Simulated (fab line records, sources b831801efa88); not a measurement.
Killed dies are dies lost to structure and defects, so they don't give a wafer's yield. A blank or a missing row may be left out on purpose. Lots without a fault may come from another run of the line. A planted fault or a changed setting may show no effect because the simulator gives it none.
Which tool did it? | flow gf180mcu | 14 lots, 42 wafers sampled, at 3 steps of a route of 602

WHAT THE GAUGES READ, wafer by wafer
GF_STI_THK_MEAS_04.
lot  | measured    | on            | STI_CVD_03_THK (nm)
L722 | day 1 15:29 | film_metro-02 | 205.9 204.5 206.0
L723 | day 1 19:56 | film_metro-01 | 207.4 209.4 208.5
L725 | day 2 04:34 | film_metro-01 | 205.2 204.1 204.5
L726 | day 2 12:17 | film_metro-01 | 208.5 209.5 209.6
L727 | day 2 16:42 | film_metro-02 | 207.0 208.4 209.3
L729 | day 3 01:33 | film_metro-01 | 204.9 204.8 206.7
L730 | day 3 06:34 | film_metro-02 | 205.2 204.3 203.6
L731 | day 3 10:34 | film_metro-02 | 206.4 206.7 208.1
L732 | day 3 15:34 | film_metro-01 | 209.1 209.0 210.4
L733 | day 3 23:37 | film_metro-02 | 206.6 207.0 206.4
L734 | day 4 03:33 | film_metro-01 | 206.3 206.3 206.8
L738 | day 4 23:17 | film_metro-02 | 211.4 208.9 210.1
L739 | day 5 04:01 | film_metro-03 | 209.9 209.3 208.2
L740 | day 5 08:37 | film_metro-02 | 209.2 207.3 208.5

GF_STI_THK_MEAS_30.
lot  | measured    | on            | STI_OXIDATION_02_THK (nm)
L722 | day 2 13:17 | film_metro-02 | 9.98 9.99 10.11
L723 | day 2 15:56 | film_metro-02 | 10.05 10.30 9.91
L725 | day 2 20:37 | film_metro-02 | 10.10 9.89 10.08
L726 | day 3 10:32 | film_metro-03 | 10.03 10.00 10.12
L727 | day 3 12:31 | film_metro-03 | 9.75 9.74 9.82
L729 | day 3 22:58 | film_metro-01 | 10.05 9.91 9.93
L730 | day 4 05:28 | film_metro-02 | 9.95 10.04 10.02
L731 | day 4 09:23 | film_metro-03 | 9.84 9.53 9.63
L732 | day 4 14:01 | film_metro-02 | 10.13 10.12 10.15
L733 | day 4 17:55 | film_metro-03 | 10.06 9.83 9.86
L734 | day 4 21:26 | film_metro-01 | 9.79 9.90 9.93
L738 | day 5 18:18 | film_metro-02 | 10.33 10.43 10.42
L739 | day 6 00:16 | film_metro-01 | 10.27 10.26 10.36
L740 | day 6 04:10 | film_metro-03 | 10.08 10.26 10.27

WHICH TOOL RAN EACH LOT (tool, then ch and the chambers of the sampled wafers, then the start)
lot  | GF_STI_WET_ETCH_26
L722 | wet_bench-03 ch 2, day 2 08:23
L723 | wet_bench-02 ch 3, day 2 12:22
L725 | wet_bench-04 ch 1, day 2 18:37
L726 | wet_bench-04 ch 2, day 3 08:32
L727 | wet_bench-02 ch 2, day 3 10:31
L729 | wet_bench-02 ch 1, day 3 17:59
L730 | wet_bench-02 ch 2, day 4 00:35
L731 | wet_bench-02 ch 2, day 4 03:47
L732 | wet_bench-04 ch 3, day 4 11:12
L733 | wet_bench-02 ch 2, day 4 15:55
L734 | wet_bench-04 ch 2, day 4 18:58
L738 | wet_bench-02 ch 2, day 5 15:53
L739 | wet_bench-04 ch 3, day 5 21:18
L740 | wet_bench-04 ch 2, day 6 01:52
- GF_STI_WET_ETCH_26: etches SiO2 in dHF, target depth 94 nm, time 188 s.

WHAT THE TOOLS THEMSELVES READ (means of the sampled wafers that have a number; where no wafer has one, the mark that the record gives instead)
GF_STI_WET_ETCH_26.
lot  | tool         | temp_c (C)
L722 | wet_bench-03 | 24.90
L723 | wet_bench-02 | 24.98
L725 | wet_bench-04 | 24.96
L726 | wet_bench-04 | 25.07
L727 | wet_bench-02 | 24.94
L729 | wet_bench-02 | 24.88
L730 | wet_bench-02 | 25.00
L731 | wet_bench-02 | 24.98
L732 | wet_bench-04 | 24.93
L733 | wet_bench-02 | 24.98
L734 | wet_bench-04 | 25.05
L738 | wet_bench-02 | 25.01
L739 | wet_bench-04 | 23.74
L740 | wet_bench-04 | 23.56

THE ANSWER, worked out from the rows above alone
Rule: what is usual is taken from the lots themselves. Put in order of their means at a reading, lots are off if they are a third of the lots or fewer, leave a main group of 4 or more, and stand apart from it by a gap of 3 or more times the standard deviation of the main group's means; of several such gaps the widest counts. A main group whose means are all the same, to the digits that the tables above print for the reading, isn't used. A lot without any number at a reading at which 4 lots or more have one is off too. The other lots that the step has rows for count as sound. The gauges are gone through in route order, then the tools' own readings, and for those a lot's mean is taken as printed above. The first step at which some lot is off is used, and at that step the reading that is off furthest; a lot without a number counts as furthest.
Off: L739, L740, at GF_STI_WET_ETCH_26 (temp_c). The main group: mean 24.97 C, standard deviation 0.054.
A tool fits if, at that step or a process step before it, it ran every lot that is off, and no sound lot after the first of them. One fits: wet_bench-04 at GF_STI_WET_ETCH_26. Its last sound lot is L734 (day 4 18:58), its first lot that is off L739 (day 5 21:18): a fault that began between those two fits.
The tool's own readings at GF_STI_WET_ETCH_26 bear it out: on the lots that are off they differ by more than 5 times the standard deviation of the sound lots' means. temp_c reads 23.65 C there against 24.97 C on the sound lots.

WHAT THE SIMULATOR HAD PUT IN
Process parameter drift: wet_bench-04, from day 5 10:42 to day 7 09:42, at GF_STI_WET_ETCH_26. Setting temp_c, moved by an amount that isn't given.
Lots struck among those shown: L739, L740. The rule above found the same.
